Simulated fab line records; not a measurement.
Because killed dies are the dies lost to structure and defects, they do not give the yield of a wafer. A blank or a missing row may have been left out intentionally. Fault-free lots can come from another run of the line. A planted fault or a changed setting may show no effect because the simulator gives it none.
What tool caused it? / flow gf180mcu / Sampling: 12 lots, 36 wafers, 6 of 602 route steps

== WHAT EACH GAUGE READ, for each wafer ==
GF_VT_IMPLANT_OVL_MEAS_18.
lot=L992; measured=day 6 08:26; on=overlay-01; VT_IMPLANT_01_OVL (nm)=0.9 -2.0 2.0
lot=L993; measured=day 6 12:24; on=overlay-01; VT_IMPLANT_01_OVL (nm)=-2.8 -1.2 -0.5
lot=L994; measured=day 6 17:00; on=overlay-02; VT_IMPLANT_01_OVL (nm)=-0.2 -0.7 -1.2
lot=L996; measured=day 7 06:02; on=overlay-01; VT_IMPLANT_01_OVL (nm)=1.3 0.1 1.1
lot=L100; measured=day 8 08:32; on=overlay-01; VT_IMPLANT_01_OVL (nm)=- - -
lot=L107; measured=day 10 08:18; on=overlay-01; VT_IMPLANT_01_OVL (nm)=-0.4 -2.1 0.5
lot=L108; measured=day 10 10:17; on=overlay-02; VT_IMPLANT_01_OVL (nm)=0.7 -0.3 -0.5
lot=L111; measured=day 11 04:41; on=overlay-02; VT_IMPLANT_01_OVL (nm)=0.3 1.7 2.1
lot=L112; measured=day 11 12:44; on=overlay-01; VT_IMPLANT_01_OVL (nm)=-1.5 -0.5 -0.2
lot=L113; measured=day 11 16:08; on=overlay-02; VT_IMPLANT_01_OVL (nm)=0.3 2.3 1.8
lot=L114; measured=day 12 02:11; on=overlay-01; VT_IMPLANT_01_OVL (nm)=-1.6 -1.8 0.2
lot=L115; measured=day 12 06:20; on=overlay-02; VT_IMPLANT_01_OVL (nm)=-1.0 0.2 -0.3

GF_VT_IMPLANT_TW_MEAS_21.
lot=L992; measured=day 6 08:43; on=film-metro-03; VT_IMPLANT_2_TW=1223 1228 1230
lot=L993; measured=day 6 12:41; on=film-metro-01; VT_IMPLANT_2_TW=1224 1222 1229
lot=L994; measured=day 6 17:17; on=film-metro-01; VT_IMPLANT_2_TW=1233 1232 1223
lot=L996; measured=day 7 06:20; on=film-metro-01; VT_IMPLANT_2_TW=1216 1212 1212
lot=L100; measured=day 8 08:50; on=film-metro-03; VT_IMPLANT_2_TW=30 30 30
lot=L107; measured=day 10 08:35; on=film-metro-03; VT_IMPLANT_2_TW=1220 1207 1217
lot=L108; measured=day 10 10:34; on=film-metro-01; VT_IMPLANT_2_TW=1234 1233 1241
lot=L111; measured=day 11 04:58; on=film-metro-03; VT_IMPLANT_2_TW=1224 1220 1221
lot=L112; measured=day 11 13:01; on=film-metro-02; VT_IMPLANT_2_TW=1195 1196 1197
lot=L113; measured=day 11 16:25; on=film-metro-02; VT_IMPLANT_2_TW=1196 1196 1200
lot=L114; measured=day 12 02:29; on=film-metro-03; VT_IMPLANT_2_TW=1221 1220 1227
lot=L115; measured=day 12 06:37; on=film-metro-03; VT_IMPLANT_2_TW=1225 1216 1216

GF_V2_THK_MEAS_25: measures by xrf.
lot=L992; measured=day 20 15:59; on=film-metro-01; V2_W_THK (nm)=344 341 339
lot=L993; measured=day 21 00:36; on=film-metro-01; V2_W_THK (nm)=341 339 329
lot=L994; measured=day 20 23:28; on=film-metro-04; V2_W_THK (nm)=336 330 330
lot=L996; measured=day 22 07:58; on=film-metro-01; V2_W_THK (nm)=334 334 336
lot=L107; measured=day 25 16:51; on=film-metro-04; V2_W_THK (nm)=323 337 327
lot=L108; measured=day 26 00:47; on=film-metro-04; V2_W_THK (nm)=345 333 333
lot=L111; measured=day 26 18:04; on=film-metro-01; V2_W_THK (nm)=327 338 326
lot=L112; measured=day 27 06:17; on=film-metro-02; V2_W_THK (nm)=324 328 330
lot=L113; measured=day 27 06:35; on=film-metro-04; V2_W_THK (nm)=335 328 333
lot=L114; measured=day 27 16:59; on=film-metro-01; V2_W_THK (nm)=328 336 334
lot=L115; measured=day 28 00:07; on=film-metro-02; V2_W_THK (nm)=328 327 324

== EACH LOT AND THE TOOL THAT RAN IT (in order: tool; ch and the chambers of the sampled wafers; start) ==
lot=L992; GF_VT_IMPLANT_EXPOSE_15=iline-stepper-01 ch 0, day 6 01:04; GF_V1_ETCH_17=rie-diel-04 ch 0,3, day 19 13:22 or earlier; GF_M2_STRIP_17=plasma-asher-03 ch 0, day 19 13:22
lot=L993; GF_VT_IMPLANT_EXPOSE_15=iline-stepper-01 ch 0, day 6 04:51; GF_V1_ETCH_17=rie-diel-01 ch 0,1,2, day 19 21:46 or earlier; GF_M2_STRIP_17=plasma-asher-01 ch 0,1, day 19 21:46
lot=L994; GF_VT_IMPLANT_EXPOSE_15=iline-stepper-02 ch 0, day 6 09:47; GF_V1_ETCH_17=rie-diel-04 ch 0,2, day 19 20:05 or earlier; GF_M2_STRIP_17=plasma-asher-04 ch 0,1, day 19 20:05
lot=L996; GF_VT_IMPLANT_EXPOSE_15=iline-stepper-02 ch 0, day 6 22:46; GF_V1_ETCH_17=rie-diel-04 ch 0,2, day 21 06:00 or earlier; GF_M2_STRIP_17=plasma-asher-01 ch 0,1, day 21 06:00
lot=L100; GF_VT_IMPLANT_EXPOSE_15=iline-stepper-01 ch 0, day 8 00:43; GF_V1_ETCH_17=-; GF_M2_STRIP_17=-
lot=L107; GF_VT_IMPLANT_EXPOSE_15=iline-stepper-01 ch 0, day 10 00:02; GF_V1_ETCH_17=rie-diel-04 ch 0,2, day 24 18:20 or earlier; GF_M2_STRIP_17=plasma-asher-04 ch 0,1, day 24 18:20
lot=L108; GF_VT_IMPLANT_EXPOSE_15=iline-stepper-01 ch 0, day 10 01:44; GF_V1_ETCH_17=rie-diel-03 ch 1,2,3, day 25 00:47 or earlier; GF_M2_STRIP_17=plasma-asher-04 ch 0,1, day 25 00:47
lot=L111; GF_VT_IMPLANT_EXPOSE_15=iline-stepper-01 ch 0, day 10 20:04; GF_V1_ETCH_17=rie-diel-01 ch 0,1, day 25 18:41 or earlier; GF_M2_STRIP_17=plasma-asher-01 ch 0,1, day 25 18:41
lot=L112; GF_VT_IMPLANT_EXPOSE_15=iline-stepper-01 ch 0, day 11 03:26; GF_V1_ETCH_17=rie-diel-04 ch 2,3, day 26 07:20 or earlier; GF_M2_STRIP_17=plasma-asher-03 ch 1, day 26 07:20
lot=L113; GF_VT_IMPLANT_EXPOSE_15=iline-stepper-02 ch 0, day 11 07:26; GF_V1_ETCH_17=rie-diel-01 ch 1,2, day 26 07:28 or earlier; GF_M2_STRIP_17=plasma-asher-04 ch 0,1, day 26 07:28
lot=L114; GF_VT_IMPLANT_EXPOSE_15=iline-stepper-01 ch 0, day 11 17:37; GF_V1_ETCH_17=rie-diel-01 ch 1,2, day 26 17:32 or earlier; GF_M2_STRIP_17=plasma-asher-04 ch 0,1, day 26 17:32
lot=L115; GF_VT_IMPLANT_EXPOSE_15=iline-stepper-01 ch 0, day 11 21:02; GF_V1_ETCH_17=rie-diel-04 ch 0,1,2, day 27 01:29 or earlier; GF_M2_STRIP_17=plasma-asher-04 ch 0,1, day 27 01:29
- GF_VT_IMPLANT_EXPOSE_15: exposes mask Nwell LV AREA, target cd 860 nm.
- GF_V1_ETCH_17: etches SiO2 in C4F8/O2/Ar, stops on TiN, target depth 630 nm.
- GF_M2_STRIP_17: strips in O2/N2.

== WHAT THE TOOLS THEMSELVES READ (means of the sampled wafers that have a number; where no wafer has one, the mark that the record gives instead) ==
GF_VT_IMPLANT_EXPOSE_15.
lot=L992 tool=iline-stepper-01 exposure-dose-mJ-cm2=140.13
lot=L993 tool=iline-stepper-01 exposure-dose-mJ-cm2=140.16
lot=L994 tool=iline-stepper-02 exposure-dose-mJ-cm2=139.92
lot=L996 tool=iline-stepper-02 exposure-dose-mJ-cm2=140.12
lot=L100 tool=iline-stepper-01 exposure-dose-mJ-cm2=140.09
lot=L107 tool=iline-stepper-01 exposure-dose-mJ-cm2=139.96
lot=L108 tool=iline-stepper-01 exposure-dose-mJ-cm2=140.10
lot=L111 tool=iline-stepper-01 exposure-dose-mJ-cm2=140.15
lot=L112 tool=iline-stepper-01 exposure-dose-mJ-cm2=140.08
lot=L113 tool=iline-stepper-02 exposure-dose-mJ-cm2=140.03
lot=L114 tool=iline-stepper-01 exposure-dose-mJ-cm2=140.01
lot=L115 tool=iline-stepper-01 exposure-dose-mJ-cm2=139.93

GF_V1_ETCH_17.
lot=L992; tool=rie-diel-04; oes-product-au (a.u.)=0.855
lot=L993; tool=rie-diel-01; oes-product-au (a.u.)=0.852
lot=L994; tool=rie-diel-04; oes-product-au (a.u.)=0.858
lot=L996; tool=rie-diel-04; oes-product-au (a.u.)=0.854
lot=L107; tool=rie-diel-04; oes-product-au (a.u.)=0.855
lot=L108; tool=rie-diel-03; oes-product-au (a.u.)=0.856
lot=L111; tool=rie-diel-01; oes-product-au (a.u.)=0.856
lot=L112; tool=rie-diel-04; oes-product-au (a.u.)=0.856
lot=L113; tool=rie-diel-01; oes-product-au (a.u.)=0.854
lot=L114; tool=rie-diel-01; oes-product-au (a.u.)=0.854
lot=L115; tool=rie-diel-04; oes-product-au (a.u.)=0.854

GF_M2_STRIP_17.
lot=L992; tool=plasma-asher-03; drypump-motor-current-A (A)=6.0; heater-power-w (W)=348; oes-product-au (a.u.)=0.563; platen-temp-c (C)=249.76; strip-time-to-endpoint-s (s)=7.93
lot=L993; tool=plasma-asher-01; drypump-motor-current-A (A)=6.1; heater-power-w (W)=394; oes-product-au (a.u.)=0.560; platen-temp-c (C)=249.82; strip-time-to-endpoint-s (s)=7.91
lot=L994; tool=plasma-asher-04; drypump-motor-current-A (A)=5.7; heater-power-w (W)=324; oes-product-au (a.u.)=0.555; platen-temp-c (C)=249.86; strip-time-to-endpoint-s (s)=7.80
lot=L996; tool=plasma-asher-01; drypump-motor-current-A (A)=6.1; heater-power-w (W)=386; oes-product-au (a.u.)=0.559; platen-temp-c (C)=249.99; strip-time-to-endpoint-s (s)=7.89
lot=L107; tool=plasma-asher-04; drypump-motor-current-A (A)=5.3; heater-power-w (W)=325; oes-product-au (a.u.)=0.564; platen-temp-c (C)=250.09; strip-time-to-endpoint-s (s)=7.92
lot=L108; tool=plasma-asher-04; drypump-motor-current-A (A)=5.7; heater-power-w (W)=327; oes-product-au (a.u.)=0.552; platen-temp-c (C)=250.06; strip-time-to-endpoint-s (s)=7.85
lot=L111; tool=plasma-asher-01; drypump-motor-current-A (A)=6.4; heater-power-w (W)=382; oes-product-au (a.u.)=0.562; platen-temp-c (C)=250.08; strip-time-to-endpoint-s (s)=7.88
lot=L112; tool=plasma-asher-03; drypump-motor-current-A (A)=5.5; heater-power-w (W)=324; oes-product-au (a.u.)=0.559; platen-temp-c (C)=250.25; strip-time-to-endpoint-s (s)=7.85
lot=L113; tool=plasma-asher-04; drypump-motor-current-A (A)=5.7; heater-power-w (W)=326; oes-product-au (a.u.)=0.553; platen-temp-c (C)=249.96; strip-time-to-endpoint-s (s)=7.83
lot=L114; tool=plasma-asher-04; drypump-motor-current-A (A)=5.7; heater-power-w (W)=328; oes-product-au (a.u.)=0.557; platen-temp-c (C)=249.77; strip-time-to-endpoint-s (s)=7.87
lot=L115; tool=plasma-asher-04; drypump-motor-current-A (A)=5.7; heater-power-w (W)=325; oes-product-au (a.u.)=0.560; platen-temp-c (C)=249.87; strip-time-to-endpoint-s (s)=7.92

== THE ANSWER, worked out from the rows above alone ==
Rule: what is usual is taken from the lots themselves. Put in order of their means at a reading, lots are off if they are a third of the lots or fewer, leave a main group of 4 or more, and stand apart from it by a gap of 3 or more times the standard deviation of the main group's means; of several such gaps the widest counts. A main group whose means are all the same, to the digits that the tables above print for the reading, isn't used. Also off: a lot with no number at a reading for which 4 or more lots have one. Any other lot the step has rows for is counted as sound. The gauges are gone through in route order, then the tools' own readings, and for those a lot's mean is taken as printed above. The first step at which some lot is off is used, and at that step the reading that is off furthest; a lot without a number counts as furthest.
Off: L100, seen at GF_VT_IMPLANT_OVL_MEAS_18 (VT_IMPLANT_01_OVL). Without a number there: L100. The main group has a mean of -0.1 nm with a standard deviation of 0.94.
If a tool, at a process step before that reading, ran all the lots that are off and no sound lot after the first of them, it fits. Not tried: the gauges at GF_VT_IMPLANT_OVL_MEAS_18; whatever is off there is also off at GF_VT_IMPLANT_TW_MEAS_21, on other tools, and gauge error can't account for it. Of those tried, none fits.

== WHAT THE SIMULATOR HAD INSERTED ==
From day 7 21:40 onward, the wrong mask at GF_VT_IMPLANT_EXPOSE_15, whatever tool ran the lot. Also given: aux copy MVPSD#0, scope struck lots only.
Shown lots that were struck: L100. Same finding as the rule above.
